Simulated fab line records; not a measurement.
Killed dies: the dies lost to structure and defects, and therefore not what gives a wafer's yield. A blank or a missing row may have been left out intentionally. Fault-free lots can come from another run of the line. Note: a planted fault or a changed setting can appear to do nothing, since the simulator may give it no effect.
Which of the tools did it? + flow gf180mcu + 7 lots (21 wafers sampled), 1 step of a 602-step route

== WHAT THE GAUGES SHOWED, per wafer ==
GF_V1_CD_MEAS_14 targets a cd of 260 nm.
| lot  | measured     | on        | cd nm (nm)        |
|------|--------------|-----------|-------------------|
| L406 | day 19 06:37 | cd sem-02 | 260.3 260.2 260.1 |
| L408 | day 19 18:27 | cd sem-01 | 260.3 259.0 259.7 |
| L410 | day 20 15:40 | cd sem-02 | 260.3 261.2 260.6 |
| L412 | day 21 15:23 | cd sem-02 | 260.8 261.4 261.1 |
| L421 | day 23 22:13 | cd sem-01 | 258.6 257.7 258.5 |
| L426 | day 25 07:22 | cd sem-01 | 259.2 259.9 260.7 |
| L428 | day 25 21:09 | cd sem-02 | 259.9 259.9 260.8 |

== WHAT TOOL EACH LOT RAN ON (gives the tool, then ch and the chambers of the sampled wafers, and finally the start) ==
There is no process step in the record ahead of these readings.

== THE ANSWER, worked out from the rows above alone ==
Rule: the usual values come from the lots themselves. The widest of any qualifying gaps counts: lots, ordered by their means at a reading, are off when they make up no more than a third of the lots, leave a main group of 4 or more, and stand apart from it by 3 or more times the standard deviation of that group's means. If all means in a main group match to the digits the tables above print for the reading, that group is not used. A lot without any number at a reading at which 4 lots or more have one is off too. Any other lot the step has rows for is counted as sound.
No lot is off at any reading shown: from this, nothing can be told.

== WHAT WAS PUT IN BY THE SIMULATOR ==
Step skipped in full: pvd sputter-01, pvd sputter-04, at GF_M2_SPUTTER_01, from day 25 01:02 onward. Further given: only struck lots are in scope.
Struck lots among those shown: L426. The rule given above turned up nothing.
